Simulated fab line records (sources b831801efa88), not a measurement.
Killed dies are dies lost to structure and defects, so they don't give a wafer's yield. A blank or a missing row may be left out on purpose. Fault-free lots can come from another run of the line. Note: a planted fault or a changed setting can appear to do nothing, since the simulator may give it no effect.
A lot that was struck, set against a sound lot | flow gf180mcu | 14 out of 602 route steps
Sound: these wafers, L607.2, L607.3, L607.5. Struck: wafers L618.2, L618.3, L618.4. The cause comes at the end.
Order at every step that has rows: each side's tool, ch and its chambers, its first start. Under that, the readings that differ: sound wafers | struck wafers | difference of the means | sigmas: that difference in standard deviations of wafers without a fault.
alike: readings whose means differ by less than 2 such deviations, and words and numbers that are the same on both sides. not compared: withheld readings, readings that some wafer has no value for, bounds like >300 that may hide the same value, and numbers for which the record gives no deviation and whose values overlap.
Wherever a step has rows on one side only, a row that says differs or no value, or a row with sigmas, the two part there. Numbers that have no deviation but don't overlap get no sigmas and don't part them. A reading that every wafer of one side lacks parts them only if that side has two wafers or more.

GF_V4_OVL_MEAS_15:
  sound on overlay-02, day 27 19:40; struck on overlay-01, day 30 21:34
  alike: V4_OVL
GF_V4_ETCH_16: etches BARC in N2/H2.
  sound on rie-diel-01 ch 0,1,2, day 27 19:41; struck on rie-diel-03 ch 0,1,3, day 30 21:35
  alike: chamber-pressure-mTorr, drypump-motor-current-A, oes-product-au, throttle-valve-pct
then, 1 step without rows for these wafers: GF_V4_ETCH_17 (etches SiO2 in C4F8/O2/Ar, stops on TiN, target depth 630 nm).
GF_V4_STRIP_18: strips in O2/N2.
  sound on plasma-asher-03 ch 0,1, day 27 19:49; struck on plasma-asher-03 ch 0,1, day 30 21:43
  alike: chamber-pressure-mTorr, drypump-motor-current-A, heater-power-w, oes-product-au, platen-temp-c
  not compared: rf-hours-counter-h
then, 3 steps without rows for these wafers: GF_V4_STRIP_19 (strips in post etch residue remover, time 1200 s); GF_V4_CLEAN_20 (cleans in DIW); GF_V4_SPUTTER_21 (material Ti, target thk 15 nm, time 80.02 s).
GF_V4_SPUTTER_22: material TiN, target thk 10 nm, time 40 s.
  sound on pvd-sputter-01, day 27 20:26; struck on pvd-sputter-04, day 30 22:19
  alike: cathode-dc-power-W, chamber-pressure-pa, throttle-valve-pct
GF_V4_CVD_23: deposits W, target thk 350 nm, time 104.9 s.
  sound on cvd-w-01 ch 1, day 27 20:28; struck on cvd-w-01 ch 0,1, day 30 22:21
  alike: heater-power-w
GF_V4_RS_MEAS_24: uses a four-point probe to measure.
  sound on film-metro-03, day 27 20:37; struck on film-metro-02, day 30 22:29
  alike: V4_W_RS
GF_V4_THK_MEAS_25: measures by xrf.
  sound on film-metro-03, day 27 20:43; struck on film-metro-02, day 30 22:35
  alike: V4_W_THK
then, 1 step without rows for these wafers: GF_V4_CMP_26 (polishes, stops on SiO2, t overpolish 15 s, target thk 0 nm).
GF_MIM_SPUTTER_00: material Ti, target thk 37.5 nm, time 150 s.
  sound on pvd-sputter-04, day 27 21:04; struck on pvd-sputter-03, day 30 22:56
  no value came back on the struck wafers for cathode-dc-power-W (W), chamber-pressure-pa (Pa), throttle-valve-pct (%); on the sound wafers cathode-dc-power-W (W) reads 3999.0 4000.1 4000.1
GF_MIM_SPUTTER_01: material TiN, target thk 30 nm, time 25 s.
  sound on pvd-sputter-04, day 27 21:10; struck on pvd-sputter-03, day 30 23:02
  alike: cathode-dc-power-W, chamber-pressure-pa, throttle-valve-pct

== WHERE THEY PART ==
GF_MIM_SPUTTER_00 only, going by this record. Later steps at which nothing parts them and some readings are alike: GF_MIM_SPUTTER_01.

WHY: whatever the simulator had introduced
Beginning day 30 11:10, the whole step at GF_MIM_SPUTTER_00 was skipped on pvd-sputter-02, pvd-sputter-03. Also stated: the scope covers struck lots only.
